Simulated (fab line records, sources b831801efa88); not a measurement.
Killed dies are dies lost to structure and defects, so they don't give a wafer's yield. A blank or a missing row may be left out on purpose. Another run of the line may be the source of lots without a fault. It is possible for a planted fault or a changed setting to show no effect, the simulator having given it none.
fab line records	flow sfq-line
record lots=6	wafers=18	last-day=100
route steps=325 shown I1@87 M2@88 I2@103
lots untouched by any fault: they come from a run of this same line in which no faults occurred
start-h: the number of hours between the record's first day and the start of the first shown wafer of the lot	wait-h: hours elapsed since this lot's preceding step	" identical to the entry in the row above	L1.1+2: a row that stands for several wafers	- no value present, or no start provided	* or withheld: withheld	< > ~ a bound
route shown NAME@n: NAME is a module with steps in the file, n the number in the route of the first one	usual: mean/standard deviation taken from wafers without a fault	same: alike in all rows	chamber/n: place in a boat	sites: each site's reading	_std_site: the standard deviation of these	_edge_site: mean of outer sites minus mean of inner sites	radius-mm: how far each site lies from the wafer's centre	mask NAME#n: copy n	behind: the last tool/chamber to shape the wafer	hold: reason for holding the lot/hours on hold/outcome of the hold	device: the transistor (n, p or np) that didn't switch	end of line: the tests these same wafers got at the end of their route	for a step that has no rows: nothing shown but its recipe	killed: at the first sort, the dies lost to defects and structure; wafer yield is something else	map: a wafer's dies, x killed, . not, _ none there
set.NAME: the run value of the setting; set.NAME@STEP: its run value at that earlier step	model.NAME: the simulator's own value behind a step, which no gauge read
a table for each step, a row for each wafer; lots at some steps of the route
services: a tool's chamber out of use, with start hour (start-h, from the record's first day; less than 0 if before it), hours out, and reason
## steps
# step SFQ_TRILAYER_I1_VIA_STRIP_SOLV_CLEAN_054
# recipe chemistry=NMP	temp-c=70	time-s=600
# step SFQ_TRILAYER_M2_DEP_PRE_CLEAN_056
# recipe gas=Ar	time-s=22.5	bias-v=250
# step SFQ_TRILAYER_M2_DEP_SPUTTER_055
# recipe material=Nb	base-pressure-pa=1.33e-06	chamber-pressure-pa=0.1333	substrate-temp-c=20	resputter-cathode-voltage-v=400	target-thk-nm=200	power-w=2000	time-s=133.3
# usual throttle-valve-pct=30.3/1
lot.wafer	tool	chamber	start-h	wait-h	throttle-valve-pct
L777.4	pvd-sputter-03	-	719.16	0.0	30.8
L777.5	"	-	"	"	30.2
L777.6	"	-	"	"	30.8
L782.2	pvd-sputter-05	-	793.85	0.0	28.7
L782.3	"	-	"	"	31.0
L782.6	"	-	"	"	31.1
L787.2	pvd-sputter-06	-	861.69	0.0	32.5
L787.4	"	-	"	"	29.9
L787.6	"	-	"	"	32.4
L788.1	pvd-sputter-03	-	869.30	0.0	29.3
L788.2	"	-	"	"	30.2
L788.5	"	-	"	"	30.4
L799.2	pvd-sputter-05	-	966.28	0.0	30.9
L799.3	"	-	"	"	28.6
L799.6	"	-	"	"	31.1
L800.2	pvd-sputter-06	-	977.19	0.0	30.5
L800.4	"	-	"	"	29.3
L800.5	"	-	"	"	32.5
# step SFQ_M2_RS_MEAS_914
# recipe thk-meas-gauge=four-point-probe	reads=Nb_of_TRILAYER_M2_DEP_SPUTTER_055
# usual M2_NB_RS=0.892/0.011
lot.wafer	tool	chamber	start-h	wait-h	M2_NB_RS[ohm/sq]
L777.4	film-metro-04	-	719.31	0.1	0.885
L777.5	"	-	"	"	0.885
L777.6	"	-	"	"	0.881
L782.2	film-metro-01	-	793.96	0.1	0.899
L782.3	"	-	"	"	0.891
L782.6	"	-	"	"	0.893
L787.2	film-metro-02	-	861.81	0.1	0.902
L787.4	"	-	"	"	0.896
L787.6	"	-	"	"	0.902
L788.1	film-metro-02	-	869.39	0.0	0.892
L788.2	"	-	"	"	0.902
L788.5	"	-	"	"	0.904
L799.2	film-metro-01	-	966.39	0.1	0.884
L799.3	"	-	"	"	0.889
L799.6	"	-	"	"	0.881
L800.2	film-metro-01	-	977.30	0.1	0.900
L800.4	"	-	"	"	0.894
L800.5	"	-	"	"	0.886
# step SFQ_TRILAYER_M2_LITHO_COAT_062
# recipe resist=BARC	spin-rpm=3000	resist-thk-nm=62
# step SFQ_TRILAYER_M2_LITHO_COAT_057
# recipe resist=KrF	spin-rpm=3000	resist-thk-nm=600
# step SFQ_TRILAYER_M2_LITHO_SOFTBAKE_061
# recipe temp-c=withheld	time-s=withheld	resist=KrF
# step SFQ_TRILAYER_M2_LITHO_EXPOSE_058
# recipe mask-id=M2	na=0.6	source-shape=conventional	sigma-outer=0.65	target-cd-nm=500	dose-mj=14.4
# step SFQ_TRILAYER_M2_LITHO_PEB_060
# recipe peb-temp-c=115	peb-time-s=60	resist=KrF
# step SFQ_TRILAYER_M2_LITHO_DEVELOP_059
# recipe time-s=60	resist=KrF
# step SFQ_M2_OVL_MEAS_916
# usual M2_OVL=-3/5.3
lot.wafer	tool	chamber	start-h	wait-h	M2_OVL[nm]
L777.4	overlay-01	-	870.71	0.1	-5
L777.5	"	-	"	"	-2
L777.6	"	-	"	"	-1
L782.2	overlay-01	-	941.62	0.1	-4
L782.3	"	-	"	"	-2
L782.6	"	-	"	"	-3
L787.2	overlay-01	-	1024.28	0.1	5
L787.4	"	-	"	"	-1
L787.6	"	-	"	"	4
L788.1	overlay-01	-	1030.27	0.1	5
L788.2	"	-	"	"	6
L788.5	"	-	"	"	2
L799.2	overlay-02	-	1114.00	0.1	-12
L799.3	"	-	"	"	-7
L799.6	"	-	"	"	-11
L800.2	overlay-02	-	1125.21	0.1	-7
L800.4	"	-	"	"	-10
L800.5	"	-	"	"	-10
# step SFQ_TRILAYER_M2_BARC_OPEN_METAL_ETCH_077
# recipe mask-material=PR	chemistry=O2	target-depth-nm=125	target=BARC	icp-w=600	bias-w=80	pressure-mtorr=10	time-s=41.7
# usual bias-w=80.04/0.24	chamber-pressure-mTorr=10.000/0.0085	drypump-motor-current-A=5.9/0.48	oes-product-au=0.684/0.0045
lot.wafer	tool	chamber	start-h	wait-h	bias-w	chamber-pressure-mTorr	drypump-motor-current-A	oes-product-au	rf-hours-counter-h	model.KrF_of_TRILAYER_M2_LITHO_COAT_057.thk-nm
L777.4	rie-metal-04	0	870.74	0.0	79.88	9.999	6.7	0.692	-	521.5
L777.5	"	0	"	"	80.23	10.018	6.7	0.687	-	522.5
L777.6	"	1	"	"	79.70	9.992	6.1	0.688	-	521.2
L782.2	rie-metal-01	0	941.65	0.0	80.04	10.001	5.8	0.677	83	526.6
L782.3	"	1	"	"	80.08	10.003	5.5	0.684	-	526.7
L782.6	"	1	"	"	80.20	9.999	5.5	0.683	-	525.6
L787.2	rie-metal-03	0	1024.31	0.0	-	-	-	-	-	577.5
L787.4	"	0	"	"	-	-	-	-	-	575.3
L787.6	"	0	"	"	-	-	-	-	-	576.8
L788.1	rie-metal-04	1	1030.31	0.0	-	-	-	-	-	576.9
L788.2	"	0	"	"	-	-	-	-	-	574.8
L788.5	"	1	"	"	-	-	-	-	-	575.1
L799.2	rie-metal-01	1	1114.03	0.0	79.95	9.985	5.5	0.682	69	524.2
L799.3	"	1	"	"	79.86	10.006	5.5	0.682	-	524.3
L799.6	"	1	"	"	80.19	10.005	5.5	0.687	-	524.5
L800.2	rie-metal-03	0	1125.24	0.0	80.49	9.989	6.0	0.680	93	519.6
L800.4	"	0	"	"	80.45	9.997	6.0	0.688	-	518.6
L800.5	"	0	"	"	80.56	10.000	6.0	0.677	-	520.2
# step SFQ_TRILAYER_M2_ETCH_METAL_ETCH_060
# recipe target=Nb	stop-on=SiO2	mask-material=PR	chemistry=Cl2/Ar	target-depth-nm=240	icp-w=600	bias-w=80	pressure-mtorr=10	time-s=120
# usual bias-w=80.01/0.25	chamber-pressure-mTorr=10.000/0.0092	drypump-motor-current-A=5.9/0.48	oes-product-au=0.892/0.0074
lot.wafer	tool	chamber	start-h	wait-h	bias-w	chamber-pressure-mTorr	drypump-motor-current-A	oes-product-au	rf-hours-counter-h	model.KrF_of_TRILAYER_M2_LITHO_COAT_057.thk-nm
L777.4	rie-metal-04	0	870.83	0.1	79.95	9.987	6.7	0.893	-	379.7
L777.5	"	0	"	"	80.02	10.000	6.7	0.897	-	379.4
L777.6	"	1	"	"	80.34	10.006	6.1	0.899	-	379.9
L782.2	rie-metal-01	0	941.71	0.0	79.77	9.990	5.8	0.890	83	384.9
L782.3	"	1	"	"	79.79	9.998	5.5	0.892	-	384.9
L782.6	"	1	"	"	79.87	10.007	5.5	0.891	-	384.1
L787.2	rie-metal-03	0	1024.37	0.0	80.54	10.000	6.0	0.374	78	433.8
L787.4	"	0	"	"	80.27	9.985	5.9	0.373	-	431.5
L787.6	"	0	"	"	80.07	10.007	6.0	0.373	-	432.5
L788.1	rie-metal-04	1	1030.37	0.0	80.00	9.987	6.1	0.375	91	434.3
L788.2	"	0	"	"	80.09	10.010	6.7	0.380	51	431.3
L788.5	"	1	"	"	80.35	10.002	6.1	0.377	-	432.7
L799.2	rie-metal-01	1	1114.09	0.0	79.82	9.996	5.5	0.907	69	383.2
L799.3	"	1	"	"	80.22	9.983	5.5	0.893	-	383.6
L799.6	"	1	"	"	80.44	9.989	5.5	0.896	-	383.3
L800.2	rie-metal-03	0	1125.30	0.0	79.95	10.009	6.0	0.889	93	378.7
L800.4	"	0	"	"	80.32	10.017	6.0	0.890	-	378
L800.5	"	0	"	"	80.33	9.992	6.0	0.900	-	378.1
# step SFQ_TRILAYER_M2_STRIP_STRIP_061
# recipe gas=O2	power-w=200	platen-temp-c=40	overash-fraction=0.65	chemistry=O2	pressure-mtorr=50
# usual drypump-motor-current-A=5.9/0.48	oes-product-au=1.001/0.0084
lot.wafer	tool	chamber	start-h	wait-h	drypump-motor-current-A	oes-product-au	rf-hours-counter-h
L777.4	rie-metal-04	0	871.11	0.2	6.7	1.008	-
L777.5	"	0	"	"	6.7	1.010	-
L777.6	"	1	"	"	6.1	1.000	-
L782.2	rie-metal-01	0	941.83	0.1	5.9	1.003	83
L782.3	"	1	"	"	5.5	0.997	-
L782.6	"	1	"	"	5.5	0.999	-
L787.2	rie-metal-03	0	1024.49	0.1	6.0	1.007	78
L787.4	"	0	"	"	6.0	1.013	-
L787.6	"	0	"	"	6.0	1.013	-
L788.1	rie-metal-04	1	1030.49	0.1	6.1	1.004	91
L788.2	"	0	"	"	6.7	1.014	51
L788.5	"	1	"	"	6.1	0.997	-
L799.2	rie-metal-01	1	1114.22	0.1	5.5	0.999	69
L799.3	"	1	"	"	5.5	1.005	-
L799.6	"	1	"	"	5.5	1.009	-
L800.2	rie-metal-03	0	1125.43	0.1	6.0	1.000	93
L800.4	"	0	"	"	6.0	0.999	-
L800.5	"	0	"	"	5.9	1.005	-
# step SFQ_TRILAYER_M2_STRIP_SOLV_CLEAN_062
# recipe chemistry=NMP	temp-c=70	time-s=600
# step SFQ_TRILAYER_I2_DEP_PECVD_063
# recipe material=SiO2	temp-c=150	time-s=111.11	pressure-torr=2.4	rf-w=183.3	precursor=SiH4/N2O	target-thk-nm=500
# usual heater-power-w=84/14	susceptor-temp-C=149.99/0.13	throttle-valve-pct=24.8/1.2
lot.wafer	tool	chamber	start-h	wait-h	heater-power-w	susceptor-temp-C	throttle-valve-pct
L777.4	pecvd-01	0	871.72	0.0	88	149.83	25.5
L777.5	"	2	"	"	85	150.12	25.3
L777.6	"	0	"	"	91	150.09	25.2
L782.2	pecvd-03	1	942.61	0.0	78	149.85	24.0
L782.3	"	2	"	"	96	149.67	25.9
L782.6	"	1	"	"	83	149.80	24.4
L787.2	pecvd-01	1	1025.27	0.0	87	150.16	25.2
L787.4	"	1	"	"	90	150.02	25.0
L787.6	"	0	"	"	93	149.96	25.6
L788.1	pecvd-02	2	1031.27	0.0	94	149.82	23.5
L788.2	"	0	"	"	70	150.05	23.6
L788.5	"	1	"	"	64	149.91	23.3
L799.2	pecvd-01	2	1114.99	0.0	85	149.97	25.6
L799.3	"	1	"	"	83	149.93	25.5
L799.6	"	0	"	"	87	149.99	26.0
L800.2	pecvd-01	1	1126.20	0.0	87	149.84	25.5
L800.4	"	0	"	"	89	149.76	26.1
L800.5	"	2	"	"	81	150.06	25.5
# step SFQ_TRILAYER_I2_CMP_CMP_064
# recipe material=SiO2	down-force-psi=3	platen-rpm=60	pad-velocity-m-s=0.94248
# usual motor-current-A=10.5/0.74	time-to-endpoint-s=216/7.5
lot.wafer	tool	chamber	start-h	wait-h	motor-current-A	time-to-endpoint-s
L777.4	cmp-02	2	872.80	1.0	10.7	217
L777.6	"	0	873.80	2.0	10.4	226
L777.5	"	1	"	"	10.4	204
L782.2	cmp-01	2	944.50	1.9	9.8	213
L782.3	"	0	945.50	2.9	9.8	227
L782.6	"	3	947.00	4.3	10.3	213
L787.4	cmp-01	0	1028.94	3.6	10.0	222
L787.2	"	3	1030.44	5.1	10.0	208
L787.6	"	1	1031.44	6.1	10.8	225
L788.1	cmp-02	3	1033.71	2.4	11.6	218
L788.2	"	1	1034.71	3.4	10.7	206
L788.5	"	3	1035.71	4.4	11.1	217
L799.3	cmp-02	1	1115.57	0.5	10.3	209
L799.2	"	2	"	"	9.9	210
L799.6	"	0	1117.07	2.0	10.3	232
L800.4	cmp-02	0	1126.28	0.0	10.5	238
L800.2	"	3	1127.78	1.5	11.3	228
L800.5	"	1	1128.78	2.5	10.4	224
# step SFQ_I2_BOW_MEAS_917
# recipe mode=bow
# usual I2_BOW=4/8.2
lot.wafer	tool	chamber	start-h	wait-h	I2_BOW[um]
L777.4	film-metro-01	-	874.86	1.6	-4
L777.5	"	-	"	"	9
L777.6	"	-	"	"	5
L782.2	film-metro-01	-	947.52	2.5	-2
L782.3	"	-	"	"	8
L782.6	"	-	"	"	-2
L787.2	film-metro-01	-	1031.96	1.0	9
L787.4	"	-	"	"	1
L787.6	"	-	"	"	14
L788.1	film-metro-01	-	1036.71	2.5	6
L788.2	"	-	"	"	-4
L788.5	"	-	"	"	8
L799.2	film-metro-01	-	1118.09	1.5	3
L799.3	"	-	"	"	5
L799.6	"	-	"	"	6
L800.2	film-metro-03	-	1129.30	1.0	-2
L800.4	"	-	"	"	20
L800.5	"	-	"	"	6
# step SFQ_TRILAYER_I2_METRO_MEASURE_065
# usual thk-nm=199.9/1.1
lot.wafer	tool	chamber	start-h	wait-h	thk-nm
L777.4	film-metro-01	-	875.52	0.6	200.8
L777.5	"	-	"	"	199.1
L777.6	"	-	"	"	202.5
L782.2	film-metro-01	-	947.82	0.3	199.9
L782.3	"	-	"	"	200.0
L782.6	"	-	"	"	198.8
L787.2	film-metro-01	-	1032.26	0.3	198.2
L787.4	"	-	"	"	199.2
L787.6	"	-	"	"	199.2
L788.1	film-metro-01	-	1036.83	0.1	200.4
L788.2	"	-	"	"	200.0
L788.5	"	-	"	"	200.2
L799.2	film-metro-01	-	1118.39	0.3	200.9
L799.3	"	-	"	"	200.6
L799.6	"	-	"	"	201.9
L800.2	film-metro-03	-	1129.60	0.3	202.4
L800.4	"	-	"	"	202.4
L800.5	"	-	"	"	200.6
# step SFQ_TRILAYER_I2_VIA_LITHO_COAT_072
# recipe resist=BARC	spin-rpm=3000	resist-thk-nm=62
# step SFQ_TRILAYER_I2_VIA_LITHO_COAT_067
# recipe resist=KrF	spin-rpm=3000	resist-thk-nm=650
# step SFQ_TRILAYER_I2_VIA_LITHO_SOFTBAKE_071
# recipe temp-c=withheld	time-s=withheld	resist=KrF
# step SFQ_TRILAYER_I2_VIA_LITHO_EXPOSE_068
# recipe mask-id=I2	na=0.6	source-shape=conventional	sigma-outer=0.65	target-cd-nm=500	dose-mj=21.3
# usual exposure-dose-mJ-cm2=21.298/0.023	focus-offset-nm=0.0/0.46	sigma-outer=0.65/0
lot.wafer	tool	chamber	start-h	wait-h	mask	exposure-dose-mJ-cm2	focus-offset-nm	sigma-outer
L777.4	krf-scanner-02	0	1036.57	-	I2#0	21.360	0.2	0.65
L777.5	"	0	"	"	I2#0	21.304	0.8	0.65
L777.6	"	0	"	"	I2#0	21.297	-0.1	0.65
L782.2	krf-scanner-02	0	1095.90	-	I2#0	21.311	0.0	0.65
L782.3	"	0	"	"	I2#0	21.300	-0.1	0.65
L782.6	"	0	"	"	I2#0	21.318	-0.5	0.65
L787.2	krf-scanner-02	-	1178.33	-	I2#0	-	-	-
L787.4	"	-	"	"	I2#0	-	-	-
L787.6	"	-	"	"	I2#0	-	-	-
L788.1	krf-scanner-02	-	1181.73	-	I2#0	-	-	-
L788.2	"	-	"	"	I2#0	-	-	-
L788.5	"	-	"	"	I2#0	-	-	-
L799.2	krf-scanner-01	0	1263.66	-	I2#0	21.298	-0.4	0.65
L799.3	"	0	"	"	I2#0	21.299	-0.2	0.65
L799.6	"	0	"	"	I2#0	21.315	-0.2	0.65
L800.2	krf-scanner-01	0	1273.26	-	I2#0	21.256	0.4	0.65
L800.4	"	0	"	"	I2#0	21.287	0.7	0.65
L800.5	"	0	"	"	I2#0	21.286	0.1	0.65
# step SFQ_TRILAYER_I2_VIA_LITHO_PEB_070
# recipe peb-temp-c=115	peb-time-s=60	resist=KrF
## services
tool	chamber	start-h	hours	kind
rie-metal-03	1	698.54	26.8	repair
krf-scanner-02	-	716.51	36.0	pm
rie-metal-03	-	720.57	14.6	pm
krf-scanner-02	-	752.51	1.3	pm
krf-scanner-02	-	753.81	1.0	pm
krf-scanner-02	-	758.41	4.0	pm
cmp-02	-	760.25	1.3	repair
krf-scanner-02	-	762.38	0.2	repair
film-metro-01	-	774.60	0.9	pm
pecvd-01	-	782.11	6.0	pm
krf-scanner-02	-	782.19	0.8	pm
rie-metal-03	-	789.94	1.3	repair
cmp-02	-	814.68	0.5	repair
film-metro-01	-	844.37	0.7	pm
film-metro-01	-	854.27	1.6	pm
rie-metal-03	-	871.42	2.8	pm
rie-metal-04	-	923.56	1.4	pm
film-metro-01	-	1020.03	0.2	pm
rie-metal-04	-	1031.79	0.5	repair
rie-metal-04	1	1036.93	46.9	repair
film-metro-01	-	1089.37	1.1	pm
film-metro-01	-	1099.27	1.2	pm
rie-metal-01	1	1224.95	38.9	repair
film-metro-01	-	1264.60	0.5	pm
## key
first-sign step=SFQ_TRILAYER_M2_BARC_OPEN_METAL_ETCH_077	reading=tool-record	direction=missing
effect step=SFQ_TRILAYER_M2_ETCH_METAL_ETCH_060	reading=oes-product-au	direction=down	sigmas=70	usual=0.892	struck=0.375
effect step=SFQ_TRILAYER_I2_VIA_LITHO_EXPOSE_068	reading=tool-record	direction=missing
model-effect step=SFQ_TRILAYER_M2_BARC_OPEN_METAL_ETCH_077	value=KrF_of_TRILAYER_M2_LITHO_COAT_057.thk-nm	without=524.2	struck=576.1
model-effect step=SFQ_TRILAYER_M2_ETCH_METAL_ETCH_060	value=KrF_of_TRILAYER_M2_LITHO_COAT_057.thk-nm	without=380.8	struck=432.7
met-at SFQ_TRILAYER_M2_BARC_OPEN_METAL_ETCH_077
struck-wafers L787.2,L787.4,L787.6,L788.1,L788.2,L788.5
onset-between 870.74 1024.31
fault kind=skipped-step-whole	tool=rie-metal-03,rie-metal-04	chamber=-	onset-h=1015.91	steps=SFQ_TRILAYER_M2_BARC_OPEN_METAL_ETCH_077	scope=struck-lots-only
